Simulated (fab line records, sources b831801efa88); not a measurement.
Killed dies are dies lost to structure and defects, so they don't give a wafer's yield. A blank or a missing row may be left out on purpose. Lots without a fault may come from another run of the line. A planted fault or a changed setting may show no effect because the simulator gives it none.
A struck lot beside a sound one | flow sky130 | 14 steps out of a route of 708
Sound: wafers L823.1, L823.4, L823.5. Struck: wafers L830.3, L830.4, L830.5. The cause comes at the end.
At each step with rows: each side's tool, then ch and its chambers, then its first start. Under that, the readings that differ: sound wafers | struck wafers | difference of the means | sigmas: that difference in standard deviations of wafers without a fault.
alike: readings whose means differ by less than 2 such deviations, and words and numbers that are the same on both sides. not compared: withheld readings, readings that some wafer has no value for, bounds like >300 that may hide the same value, and numbers for which the record gives no deviation and whose values overlap.
The two part at a step that has a row with sigmas, a row that says differs or no value, or rows on one side only. Numbers that don't overlap but have no deviation are shown without sigmas and don't part them. A reading that every wafer of one side lacks parts them only if that side has two wafers or more.

first, 4 steps without rows for these wafers: SKY_LDD_N_IMPLANT_12; SKY_LDD_N_IMPLANT_13; SKY_LDD_N_IMPLANT_14; SKY_LDD_N_IMPLANT_15.
SKY_LDD_N_STRIP_16: strips in O2/N2.
  sound on plasma_asher-04 ch 0,1, day 19 10:02; struck on plasma_asher-04 ch 0,1, day 22 18:37
  alike: drypump_motor_current_A, n2_flow_sccm, oes_product_au, strip_time_to_endpoint_s
  not compared: rf_hours_counter_h
SKY_LDD_N_TW_MEAS_17:
  sound on film_metro-03, day 19 10:08; struck on film_metro-02, day 22 18:42
  alike: LDD_N_TW
then, 6 steps without rows for these wafers: SKY_LDD_P_DEHYDRATE_00 (time 60 s); SKY_LDD_P_HMDS_01 (prime time 60 s); SKY_LDD_P_COAT_02 (resist thk 1119 nm); SKY_LDD_P_SOFTBAKE_03 (time 60 s); SKY_LDD_P_EXPOSE_04 (exposes mask PSDM, target cd 380 nm); SKY_LDD_P_PEB_05.
SKY_LDD_P_DEVELOP_06: develop time 60 s.
  sound on litho_track-04 ch 0, day 20 16:20; struck on litho_track-02, day 24 01:35
  no value came back on the struck wafers for chill_plate_temp_C (C), develop_time_s (s); on the sound wafers chill_plate_temp_C (C) reads 23.05 22.92 22.96
SKY_LDD_P_CD_MEAS_07: target cd 380 nm.
  sound on cd_sem-02, day 20 16:29; struck on cd_sem-02, day 24 01:44
  reading    | sound             | struck | difference                    | sigmas
  cd_nm (nm) | 381.2 383.9 381.1 | - - -  | no value on the struck wafers |

WHERE THEY PART
First at SKY_LDD_P_DEVELOP_06; last, within this record, at SKY_LDD_P_CD_MEAS_07.

WHY: what the simulator had put in
Skipped step whole: litho_track-02, from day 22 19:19 on, at SKY_LDD_P_DEVELOP_06. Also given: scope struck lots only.
